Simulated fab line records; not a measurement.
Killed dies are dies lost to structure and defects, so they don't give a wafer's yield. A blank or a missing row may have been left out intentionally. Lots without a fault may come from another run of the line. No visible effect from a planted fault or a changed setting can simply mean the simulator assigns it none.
Which tool is to blame?    flow gf180mcu    14 lots, 42 wafers sampled, at 1 step of a route of 602

WHAT EACH GAUGE READ, for each wafer
GF_STI_THK_MEAS_02.
lot   measured     on            STI_OXIDATION_THK (nm)
L573  day 1 11:31  filmMetro-03  9.81 9.86 9.84
L574  day 1 16:31  filmMetro-02  10.06 10.26 10.01
L575  day 1 21:58  filmMetro-03  10.10 10.09 9.92
L576  day 2 02:31  filmMetro-02  9.91 9.76 9.57
L577  day 2 08:00  filmMetro-01  10.16 10.36 10.25
L579  day 2 17:32  filmMetro-02  10.20 9.92 10.03
L581  day 3 04:00  filmMetro-03  9.81 9.95 9.90
L582  day 3 08:31  filmMetro-03  9.85 9.75 9.86
L586  day 4 05:22  filmMetro-03  10.01 10.09 10.06
L592  day 5 11:22  filmMetro-02  9.98 10.06 10.36
L593  day 5 15:31  filmMetro-03  9.94 9.79 10.02
L594  day 5 20:31  filmMetro-03  10.06 10.14 10.04
L595  day 6 01:38  filmMetro-03  9.99 10.00 10.04
L596  day 6 06:43  filmMetro-01  10.01 9.98 10.01

TOOL THAT RAN EACH LOT (tool first, then ch and the chambers of the sampled wafers, then the start)
The record shows no process step preceding these readings.

AS READ BY THE TOOLS THEMSELVES (means over the sampled wafers that have a number; for cases with no such wafer, the mark the record gives instead)
The record holds no such reading with a usual standard deviation.

THE ANSWER, worked out from the rows above alone
Rule: the lots themselves supply what counts as usual. Put in order of their means at a reading, lots are off if they are a third of the lots or fewer, leave a main group of 4 or more, and stand apart from it by a gap of 3 or more times the standard deviation of the main group's means; of several such gaps the widest counts. A main group whose means are all the same, to the digits that the tables above print for the reading, isn't used. A lot without any number at a reading at which 4 lots or more have one is off too. Where the step has rows for the other lots, those lots are counted as sound. First the gauges in route order, then the tools' own readings, where a lot's mean is used as printed above. The first step at which some lot is off is used, and at that step the reading that is off furthest; a lot without a number counts as furthest.
No lot is off on any of the readings shown, so nothing can be concluded from this.

WHAT WAS PUT IN BY THE SIMULATOR
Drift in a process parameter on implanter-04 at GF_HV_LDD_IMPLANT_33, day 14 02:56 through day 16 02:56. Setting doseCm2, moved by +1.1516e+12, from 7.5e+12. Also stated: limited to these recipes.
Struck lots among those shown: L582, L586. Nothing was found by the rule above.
